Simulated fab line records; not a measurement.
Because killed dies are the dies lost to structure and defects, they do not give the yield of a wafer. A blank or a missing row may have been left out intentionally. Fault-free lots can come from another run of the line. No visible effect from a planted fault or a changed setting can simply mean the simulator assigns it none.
fab line records	flow sfq_line
record lots=6	wafers=17	last_day=84
route steps=325 shown R5@212
lots that met no fault: from a run of the same line without faults
start_h: hours from the record's first day to the start of the lot's first wafer shown	wait_h: how many hours have passed since the lot's step before this one	" unchanged from the row above	L1.1+2: one row covering several wafers at once	- no value present, or no start provided	* or withheld: withheld	< > ~ a bound
route shown NAME@n: a module of which the file shows steps, and the number in the route of the first	usual: the fault-free wafers' mean and standard deviation	same: alike in all rows	chamber/n: place in a boat	sites: each site's reading	_std_site: standard deviation across them	_edge_site: the outer-site mean with the inner-site mean subtracted	radius_mm: for every site, how far away it sits from the centre of the wafer	mask NAME#n: copy n	behind: the tool/chamber that last shaped the wafer	hold: reason for holding the lot/hours on hold/outcome of the hold	device: the transistor (n, p or np) that didn't switch	end of line: the route-end tests of the same wafers	a step given without rows: its recipe and nothing more	killed: count of dies lost to structure and defects at first sort (not the wafer's yield)	map: shows each die of a wafer: x if killed, . if not, _ if none is there
set.NAME: the run value of the setting; set.NAME@STEP: its run value at that earlier step	model.NAME: the simulator's own value behind a step, which no gauge read
certain route steps with their lots: each step a table, each wafer a row
services: from which hour (start_h, from the record's first day; less than 0 if before it) a tool's chamber was out of use, for how many hours, and why
## steps
# step SFQ_TRILAYER_R5_DEP_SPUTTER_132
# recipe material=Ti	base_pressure_pa=1.33e-06	target_thk_nm=5	power_w=2000	time_s=5	chamber_pressure_pa=0.4
# usual throttle_valve_pct=30.6/1
lot.wafer	tool	chamber	start_h	wait_h	throttle_valve_pct
L921.1	pvd_sputter-06	-	1207.16	1.0	32.4
L921.4	"	-	"	"	30.8
L921.5	"	-	"	"	29.8
L926.3	pvd_sputter-03	-	1288.78	0.6	29.9
L926.4	"	-	"	"	31.5
L926.5	"	-	"	"	30.3
L927.3	pvd_sputter-03	-	1291.78	0.6	30.7
L927.5	"	-	"	"	29.4
L931.1	pvd_sputter-06	-	1372.10	1.0	32.1
L931.2	"	-	"	"	30.6
L931.5	"	-	"	"	30.8
L932.1	pvd_sputter-04	-	1399.10	1.0	30.5
L932.2	"	-	"	"	33.2
L932.3	"	-	"	"	30.4
L934.1	pvd_sputter-04	-	1405.10	1.0	30.0
L934.3	"	-	"	"	30.5
L934.6	"	-	"	"	29.7
# step SFQ_TRILAYER_R5_DEP_SPUTTER_133
# recipe material=MoNx	base_pressure_pa=1.33e-06	target_thk_nm=40	power_w=1000	time_s=66.7	chamber_pressure_pa=0.4
# usual throttle_valve_pct=30.7/1
lot.wafer	tool	chamber	start_h	wait_h	throttle_valve_pct
L921.1	pvd_sputter-06	-	1207.18	0.0	32.4
L921.4	"	-	"	"	30.7
L921.5	"	-	"	"	30.0
L926.3	pvd_sputter-03	-	1288.80	0.0	29.9
L926.4	"	-	"	"	31.5
L926.5	"	-	"	"	30.7
L927.3	pvd_sputter-03	-	1291.80	0.0	30.8
L927.5	"	-	"	"	29.9
L931.1	pvd_sputter-06	-	1372.12	0.0	32.4
L931.2	"	-	"	"	30.8
L931.5	"	-	"	"	30.7
L932.1	pvd_sputter-04	-	1399.12	0.0	30.4
L932.2	"	-	"	"	33.1
L932.3	"	-	"	"	30.3
L934.1	pvd_sputter-04	-	1405.12	0.0	29.9
L934.3	"	-	"	"	30.5
L934.6	"	-	"	"	29.9
# step SFQ_TRILAYER_R5_DEP_SPUTTER_134
# recipe material=Ti	base_pressure_pa=1.33e-06	target_thk_nm=5	power_w=2000	time_s=5	chamber_pressure_pa=0.4
# usual throttle_valve_pct=30.6/1
lot.wafer	tool	chamber	start_h	wait_h	throttle_valve_pct
L921.1	pvd_sputter-06	-	1207.23	0.0	32.1
L921.4	"	-	"	"	30.7
L921.5	"	-	"	"	29.8
L926.3	pvd_sputter-03	-	1288.85	0.0	29.6
L926.4	"	-	"	"	31.4
L926.5	"	-	"	"	30.6
L927.3	pvd_sputter-03	-	1291.85	0.0	30.6
L927.5	"	-	"	"	29.8
L931.1	pvd_sputter-06	-	1372.17	0.0	32.7
L931.2	"	-	"	"	30.6
L931.5	"	-	"	"	30.4
L932.1	pvd_sputter-04	-	1399.17	0.0	30.3
L932.2	"	-	"	"	33.3
L932.3	"	-	"	"	30.3
L934.1	pvd_sputter-04	-	1405.17	0.0	30.0
L934.3	"	-	"	"	30.7
L934.6	"	-	"	"	29.8
# step SFQ_R5_RS_MEAS_933
# recipe thk_meas_gauge=four-point-probe	reads=Ti_of_TRILAYER_R5_DEP_SPUTTER_134+MoNx_of_TRILAYER_R5_DEP_SPUTTER_133+Ti_of_TRILAYER_R5_DEP_SPUTTER_132
# usual R5_MONX_RS=7.07/0.07
lot.wafer	tool	chamber	start_h	wait_h	R5_MONX_RS[ohm/sq]
L921.1	film_metro-04	-	1207.25	0.0	7.12
L921.4	"	-	"	"	7.15
L921.5	"	-	"	"	7.08
L926.3	film_metro-04	-	1288.91	0.0	7.02
L926.4	"	-	"	"	7.01
L926.5	"	-	"	"	7.02
L927.3	film_metro-03	-	1291.91	0.0	7.06
L927.5	"	-	"	"	7.09
L931.1	film_metro-03	-	1372.19	0.0	7.08
L931.2	"	-	"	"	7.07
L931.5	"	-	"	"	6.99
L932.1	film_metro-04	-	1399.19	0.0	7.20
L932.2	"	-	"	"	7.15
L932.3	"	-	"	"	7.15
L934.1	film_metro-04	-	1405.19	0.0	6.97
L934.3	"	-	"	"	6.95
L934.6	"	-	"	"	6.99
# step SFQ_R5_THK_MEAS_934
# recipe thk_meas_gauge=xrf	reads=MoNx_of_TRILAYER_R5_DEP_SPUTTER_133
# usual R5_MONX_THK=39.7/0.46
lot.wafer	tool	chamber	start_h	wait_h	R5_MONX_THK[nm]
L921.1	film_metro-04	-	1207.37	0.1	39.4
L921.4	"	-	"	"	39.3
L921.5	"	-	"	"	39.8
L926.3	film_metro-04	-	1289.01	0.1	39.9
L926.4	"	-	"	"	39.6
L926.5	"	-	"	"	39.8
L927.3	film_metro-03	-	1292.01	0.1	40.2
L927.5	"	-	"	"	40.1
L931.1	film_metro-03	-	1372.31	0.1	39.5
L931.2	"	-	"	"	39.8
L931.5	"	-	"	"	40.4
L932.1	film_metro-04	-	1399.31	0.1	39.1
L932.2	"	-	"	"	39.5
L932.3	"	-	"	"	39.2
L934.1	film_metro-04	-	1405.31	0.1	40.6
L934.3	"	-	"	"	40.5
L934.6	"	-	"	"	40.3
# step SFQ_TRILAYER_R5_LITHO_COAT_141
# recipe resist=BARC	spin_rpm=3000	resist_thk_nm=62
# step SFQ_TRILAYER_R5_LITHO_COAT_136
# recipe resist=KrF	spin_rpm=3000	resist_thk_nm=600
# step SFQ_TRILAYER_R5_LITHO_SOFTBAKE_140
# recipe temp_c=withheld	time_s=withheld	resist=KrF
# step SFQ_TRILAYER_R5_LITHO_EXPOSE_137
# recipe mask_id=R5	na=0.6	source_shape=conventional	sigma_outer=0.65	target_cd_nm=500	dose_mj=14.4
# step SFQ_TRILAYER_R5_LITHO_PEB_139
# recipe peb_temp_c=115	peb_time_s=60	resist=KrF
# step SFQ_TRILAYER_R5_LITHO_DEVELOP_138
# recipe time_s=60	resist=KrF
# step SFQ_R5_OVL_MEAS_935
# usual R5_OVL=-2/5.5
lot.wafer	tool	chamber	start_h	wait_h	R5_OVL[nm]
L921.1	overlay-02	-	1356.62	0.1	0
L921.4	"	-	"	"	-4
L921.5	"	-	"	"	-10
L926.3	overlay-01	-	1418.60	0.1	3
L926.4	"	-	"	"	12
L926.5	"	-	"	"	14
L927.3	overlay-01	-	1422.20	0.1	-3
L927.5	"	-	"	"	-8
L931.1	overlay-02	-	1484.27	0.1	7
L931.2	"	-	"	"	7
L931.5	"	-	"	"	9
L932.1	overlay-01	-	1513.18	0.1	2
L932.2	"	-	"	"	2
L932.3	"	-	"	"	1
L934.1	overlay-02	-	1521.59	0.1	-7
L934.3	"	-	"	"	-13
L934.6	"	-	"	"	-5
# step SFQ_TRILAYER_R5_BARC_OPEN_METAL_ETCH_177
# recipe mask_material=PR	chemistry=O2	target_depth_nm=125	target=BARC	icp_w=600	bias_w=80	pressure_mtorr=10	time_s=41.7
# usual bias_w=79.98/0.22	chamber_pressure_mTorr=9.999/0.0088	drypump_motor_current_A=5.6/0.45	oes_product_au=0.685/0.0048	run_length_s=70.0/0.53
lot.wafer	tool	chamber	start_h	wait_h	bias_w	chamber_pressure_mTorr	drypump_motor_current_A	oes_product_au	rf_hours_counter_h	run_length_s
L921.1	rie_metal-02	0	1356.66	0.0	80.17	9.984	4.7	0.673	12	69.3
L921.4	"	1	"	"	79.76	9.996	5.4	0.679	-	70.1
L921.5	"	1	"	"	79.89	9.997	5.4	0.689	-	69.9
L926.3	rie_metal-04	1	1418.65	0.0	79.95	9.986	5.7	0.663	-	73.2
L926.4	"	0	"	"	79.89	10.013	6.1	0.664	-	72.0
L926.5	"	1	"	"	80.11	9.994	5.6	0.656	-	72.8
L927.3	rie_metal-04	0	1422.25	0.0	80.13	10.002	6.1	0.663	-	71.8
L927.5	"	1	"	"	79.65	10.007	5.7	0.674	-	73.7
L931.1	rie_metal-01	1	1484.30	0.0	80.18	9.994	5.5	0.689	8	70.2
L931.2	"	0	"	"	79.93	9.991	5.9	0.689	30	69.8
L931.5	"	0	"	"	79.52	9.998	5.9	0.689	-	69.9
L932.1	rie_metal-04	0	1513.22	0.0	80.31	10.010	6.1	0.682	60	70.0
L932.2	"	1	"	"	79.53	10.003	5.7	0.681	39	70.8
L932.3	"	0	"	"	80.00	10.002	6.1	0.685	-	70.3
L934.1	rie_metal-02	0	1521.63	0.0	80.02	9.984	4.7	0.682	40	69.8
L934.3	"	1	"	"	80.23	9.998	5.4	0.680	-	70.0
L934.6	"	0	"	"	80.22	9.985	4.7	0.685	-	69.4
# step SFQ_TRILAYER_R5_ETCH_METAL_ETCH_139
# recipe stop_on=SiO2	mask_material=PR	chemistry=Cl2	target_depth_nm=60	icp_w=600	bias_w=82.5	pressure_mtorr=10	time_s=40
# usual bias_w=82.50/0.24	chamber_pressure_mTorr=9.999/0.0096	drypump_motor_current_A=5.6/0.45	oes_product_au=0.994/0.005	run_length_s=68.3/0.55
lot.wafer	tool	chamber	start_h	wait_h	bias_w	chamber_pressure_mTorr	drypump_motor_current_A	oes_product_au	rf_hours_counter_h	run_length_s
L921.1	rie_metal-02	0	1356.72	0.0	82.68	9.980	4.7	0.988	12	67.7
L921.4	"	1	"	"	82.54	10.011	5.4	0.984	-	68.0
L921.5	"	1	"	"	82.26	9.999	5.4	1.001	-	68.0
L926.3	rie_metal-04	1	1418.71	0.0	82.55	10.004	5.6	1.002	-	69.6
L926.4	"	0	"	"	82.65	10.000	6.1	0.994	-	67.8
L926.5	"	1	"	"	82.38	10.007	5.6	0.998	-	69.0
L927.3	rie_metal-04	0	1422.31	0.0	82.75	10.014	6.1	0.992	-	67.8
L927.5	"	1	"	"	82.90	9.997	5.6	0.996	-	69.0
L931.1	rie_metal-01	1	1484.36	0.0	82.37	9.997	5.5	0.991	8	68.7
L931.2	"	0	"	"	81.98	10.000	5.9	0.992	30	67.7
L931.5	"	0	"	"	82.19	9.994	5.9	0.988	-	67.8
L932.1	rie_metal-04	0	1513.28	0.0	82.69	10.002	6.1	0.993	60	67.8
L932.2	"	1	"	"	82.34	10.006	5.6	0.988	39	68.9
L932.3	"	0	"	"	82.74	9.997	6.1	0.994	-	68.3
L934.1	rie_metal-02	0	1521.69	0.0	82.49	10.004	4.7	0.983	40	68.4
L934.3	"	1	"	"	82.69	10.013	5.4	0.987	-	68.1
L934.6	"	0	"	"	82.59	9.996	4.7	0.987	-	67.7
## services
tool	chamber	start_h	hours	kind
rie_metal-04	1	1197.93	-	clean
rie_metal-04	1	1197.93	-	consumable_replace:focus_ring
rie_metal-04	1	1197.93	18.3	scheduled_down
rie_metal-04	1	1197.93	18.3	vent_cycle
pvd_sputter-06	-	1202.49	3.1	repair
rie_metal-02	1	1202.50	-	clean
rie_metal-02	1	1202.50	-	consumable_replace:focus_ring
rie_metal-02	1	1202.50	20.1	scheduled_down
rie_metal-02	1	1202.50	20.1	vent_cycle
rie_metal-02	0	1205.91	9.3	repair
pvd_sputter-04	-	1222.45	7.2	repair
rie_metal-02	0	1223.08	-	clean
rie_metal-02	0	1223.08	-	consumable_replace:focus_ring
rie_metal-02	0	1223.08	20.3	scheduled_down
rie_metal-01	-	1265.25	2.8	pm
rie_metal-02	1	1268.05	2.7	repair
rie_metal-01	-	1281.27	1.4	pm
pvd_sputter-06	-	1287.39	3.5	repair
rie_metal-01	1	1327.60	11.9	repair
rie_metal-02	-	1363.37	2.8	pm
pvd_sputter-04	-	1448.15	21.5	repair
pvd_sputter-06	-	1458.82	1.1	repair
pvd_sputter-03	-	1468.93	1.2	repair
pvd_sputter-06	-	1506.41	2.3	repair
## key
first_sign step=SFQ_TRILAYER_R5_BARC_OPEN_METAL_ETCH_177	reading=run_length_s	direction=up	sigmas=5.1	usual=*	struck=*
effect step=SFQ_TRILAYER_R5_BARC_OPEN_METAL_ETCH_177	reading=oes_product_au	direction=down	sigmas=4.3	usual=0.685	struck=0.664
met_at SFQ_TRILAYER_R5_BARC_OPEN_METAL_ETCH_177
struck_wafers L926.3,L926.4,L926.5,L927.3,L927.5
fault kind=process_parameter_drift	tool=rie_metal-04	chamber=-	onset_h=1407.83	steps=SFQ_TRILAYER_R5_BARC_OPEN_METAL_ETCH_177	channel=time_s	offset=*	shape=step	end_h=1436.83	acts_in=*	stated=*
